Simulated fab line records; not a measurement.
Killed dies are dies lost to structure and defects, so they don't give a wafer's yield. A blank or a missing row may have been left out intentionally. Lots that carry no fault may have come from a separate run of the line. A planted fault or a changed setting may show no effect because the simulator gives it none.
Lot-split experiment :: flow gf180mcu :: 5 lots, 23 wafers read, on a route of 602 steps

== ABOUT THE SPLIT ==
At GF_NSD_DEVELOP_06 (develop time 60 s), the setting develop time s was moved away from the recipe's 60 s on 8 of the 23 wafers read, by -5.1% to +6.5%. The other wafers ran this setting at the recipe's value.

No step appears in the file between the split and the reading.

== THE READING ==
cd nm at GF_NSD_CD_MEAS_07, given in nm (cd target 400 nm). Fault-free wafers of this fab line usually give 399.8 nm, standard deviation 2.6 nm.

wafer: L074.1
tool, chamber at the split: litho track-03, 0
develop time s as run, s: 57.29
against the recipe: -4.5%
cd nm, nm: 393.0
against lot-mates on the recipe: -4.4

wafer: L074.2
tool, chamber at the split: litho track-03, 0
develop time s as run, s: 57.29
against the recipe: -4.5%
cd nm, nm: 392.2
against lot-mates on the recipe: -5.2

wafer: L074.3
tool, chamber at the split: litho track-03, 0
develop time s as run, s: 57.29
against the recipe: -4.5%
cd nm, nm: 391.6
against lot-mates on the recipe: -5.8

wafer: L074.4
tool, chamber at the split: litho track-03, 0
develop time s as run, s: 60
against the recipe: recipe
cd nm, nm: 398.5
against lot-mates on the recipe: -

wafer: L074.6
tool, chamber at the split: litho track-03, 0
develop time s as run, s: 60
against the recipe: recipe
cd nm, nm: 396.4
against lot-mates on the recipe: -

wafer: L076.1
tool, chamber at the split: litho track-03, 0
develop time s as run, s: 60
against the recipe: recipe
cd nm, nm: 400.8
against lot-mates on the recipe: -

wafer: L076.2
tool, chamber at the split: litho track-03, 0
develop time s as run, s: 60
against the recipe: recipe
cd nm, nm: 402.8
against lot-mates on the recipe: -

wafer: L076.4
tool, chamber at the split: litho track-03, 0
develop time s as run, s: 60
against the recipe: recipe
cd nm, nm: 401.5
against lot-mates on the recipe: -

wafer: L076.5
tool, chamber at the split: litho track-03, 0
develop time s as run, s: 60
against the recipe: recipe
cd nm, nm: 402.5
against lot-mates on the recipe: -

wafer: L076.6
tool, chamber at the split: litho track-03, 0
develop time s as run, s: 60
against the recipe: recipe
cd nm, nm: 399.2
against lot-mates on the recipe: -

wafer: L077.1
tool, chamber at the split: litho track-02, 0
develop time s as run, s: 60
against the recipe: recipe
cd nm, nm: 398.3
against lot-mates on the recipe: -

wafer: L077.5
tool, chamber at the split: litho track-02, 0
develop time s as run, s: 60
against the recipe: recipe
cd nm, nm: 398.5
against lot-mates on the recipe: -

wafer: L077.6
tool, chamber at the split: litho track-02, 0
develop time s as run, s: 60
against the recipe: recipe
cd nm, nm: 397.0
against lot-mates on the recipe: -

wafer: L078.1
tool, chamber at the split: litho track-02, 0
develop time s as run, s: 60
against the recipe: recipe
cd nm, nm: 402.7
against lot-mates on the recipe: -

wafer: L078.2
tool, chamber at the split: litho track-02, 0
develop time s as run, s: 60
against the recipe: recipe
cd nm, nm: 404.3
against lot-mates on the recipe: -

wafer: L078.4
tool, chamber at the split: litho track-02, 0
develop time s as run, s: 56.93
against the recipe: -5.1%
cd nm, nm: 397.3
against lot-mates on the recipe: -6.5

wafer: L078.5
tool, chamber at the split: litho track-02, 0
develop time s as run, s: 60
against the recipe: recipe
cd nm, nm: 404.3
against lot-mates on the recipe: -

wafer: L078.6
tool, chamber at the split: litho track-02, 0
develop time s as run, s: 56.93
against the recipe: -5.1%
cd nm, nm: 396.6
against lot-mates on the recipe: -7.2

wafer: L080.2
tool, chamber at the split: litho track-02, 0
develop time s as run, s: 60
against the recipe: recipe
cd nm, nm: 397.1
against lot-mates on the recipe: -

wafer: L080.3
tool, chamber at the split: litho track-02, 0
develop time s as run, s: 60
against the recipe: recipe
cd nm, nm: 397.0
against lot-mates on the recipe: -

wafer: L080.4
tool, chamber at the split: litho track-02, 0
develop time s as run, s: 63.88
against the recipe: +6.5%
cd nm, nm: 404.4
against lot-mates on the recipe: +7.3

wafer: L080.5
tool, chamber at the split: litho track-02, 0
develop time s as run, s: 63.88
against the recipe: +6.5%
cd nm, nm: 404.9
against lot-mates on the recipe: +7.8

wafer: L080.6
tool, chamber at the split: litho track-02, 0
develop time s as run, s: 63.88
against the recipe: +6.5%
cd nm, nm: 404.6
against lot-mates on the recipe: +7.6

THE FIT
A straight line over all 23 wafers: cd nm changes by +0.937 nm for each +1% of develop time s; r = +0.76; the points scatter about the line by 2.7 nm.
The same after taking each lot's own level away (the mean of its wafers on the recipe; 23 wafers): +1.2 nm for each +1%; r = +0.98; scatter 0.88 nm.
The reading moves by 7.8 nm for the largest change in develop time s, on that fit.
Across the lots, their own levels run from 397.05 to 403.77 nm, a range of 2.6 times the standard deviation given above.
So the lot-to-lot level blurs the effect unless lot-mates are compared.
Check: with one of the wafers moved furthest among these (+6.5%) left out of the fit, the line predicts +7.82 nm for it against its lot-mates. It came out at +7.35 nm against them.

== THE FILE'S OWN FIT ==
cd nm changes by +1.21 nm for each +1% of develop time s, r = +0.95.
